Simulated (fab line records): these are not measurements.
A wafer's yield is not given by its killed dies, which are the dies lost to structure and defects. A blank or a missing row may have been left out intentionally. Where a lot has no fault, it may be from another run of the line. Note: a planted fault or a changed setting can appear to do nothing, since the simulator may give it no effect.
8D (eight disciplines) problem report, filled in by code | flow gf180mcu | the parts of the form that need people (team, actions taken, sign-off) are left out

## 1. PROBLEM STATEMENT
CONTACT_W_RS at GF_CONTACT_RS_MEAS_25 reads a mean of 0.527 ohm/sq on 3 wafers of 2 lots; wafers without a fault read 0.382 ohm/sq with a standard deviation of 0.0044. Relative to the usual mean, that is a shift of +33 standard deviations.
The step: measures by four-point-probe.
Earliest sighting: wafer L606.4 on film metro-01 at day 21 18:38. The record holds 33 wafers of 11 lots with a number at this step. Rule for "out" (also "out of limits"): further than 4 standard deviations from the usual mean. Any other wafer with a number is counted as sound.

## 2. WHAT THIS IS AND IS NOT
question                    | is                     | is not
which readings at this step | CONTACT_W_RS           | -
which lots                  | L606, L607             | L591, L594, L597, L600, L601, L604, L605, L608, L609
which wafers of those lots  | L606.4, L606.6, L607.2 | L606.5, L607.1, L607.5
read on which gauges        | film metro-01          | film metro-02, film metro-04
when                        | from day 21 18:38      | up to then (22 sound wafers); but 8 sound wafers of L607, L608, L609 came after

## 3. WHAT RULES OUT EACH SUSPECT
Counting: any tool at a process step up to the reading remains a suspect provided it ran every lot that is out. Sound lots after the first of them don't rule it out here, since some wafers of a struck lot are sound.
- ruled out: the gauge at GF_CONTACT_RS_MEAS_25. All the wafers that are out were read on film metro-01, but those of them that GF_CONTACT_CVD_24 has rows for are out there too, on other tools.
- cvd w-02 at GF_CONTACT_CVD_24 (deposits W, target thk 300 nm, time 90.339 s): kept. It ran every lot that is out, first L606 (day 21 18:30); its last sound lot up to then is L605 (day 21 16:54). Its own readings are out on those wafers: susceptor temp C.
- Within cvd w-02 at GF_CONTACT_CVD_24, the wafers that are out were processed in chamber 0 and their sound lot-mates in chamber 1.
After counting, what remains is cvd w-02 at GF_CONTACT_CVD_24.

## 4. THE CAUSE (what the simulator had put in)
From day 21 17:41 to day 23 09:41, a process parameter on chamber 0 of cvd w-02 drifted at GF_CONTACT_CVD_24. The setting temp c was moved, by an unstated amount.
After counting, this tool was the only one left.

## 5. THE CHAIN OF EFFECTS, in route order
Rows list readings where the struck wafers' mean (over those with a number) sits beyond 3 standard deviations from the usual. Readings are gone through only where the record gives a usual standard deviation; hours: the median, over the lots, of the time from a lot's start at the first step in this table giving one to that lot's start at this step; sigmas: the change measured in usual standard deviations.
hours | step                   | reading            | usual        | on struck wafers | change | sigmas
0     | GF_CONTACT_CVD_24      | susceptor temp C   | 400.00 C     | 382.21           | -17.79 | -89
0     | GF_CONTACT_RS_MEAS_25  | CONTACT_W_RS       | 0.382 ohm/sq | 0.527            | +0.145 | +33
0     | GF_CONTACT_THK_MEAS_26 | CONTACT_W_THK      | 303 nm       | 221              | -82    | -18
0     | GF_CONTACT_CMP_27      | time to endpoint s | 73 s         | 50               | -23    | -5.9
Its process steps:
- GF_CONTACT_CVD_24: deposits W, target thk 300 nm, time 90.339 s.
- GF_CONTACT_CMP_27: polishes, stops on SiO2, t overpolish 13.57 s, target thk 0 nm.

## 6. HOW IT WOULD HAVE BEEN CAUGHT EARLIER
In this record the first reading out of limits at a measuring or inspecting step was taken at day 21 18:38, 1 hour after the fault began at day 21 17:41.
At GF_CONTACT_CVD_24, the tool's own readings (susceptor temp C) were out on each struck wafer the step has a row for, so an alarm limit on them would have fired on the first such wafer.
L607, from the lots that are out (2), started GF_CONTACT_CVD_24 on cvd w-02 later than day 21 18:38. A tool hold placed at that time would have kept it from harm.
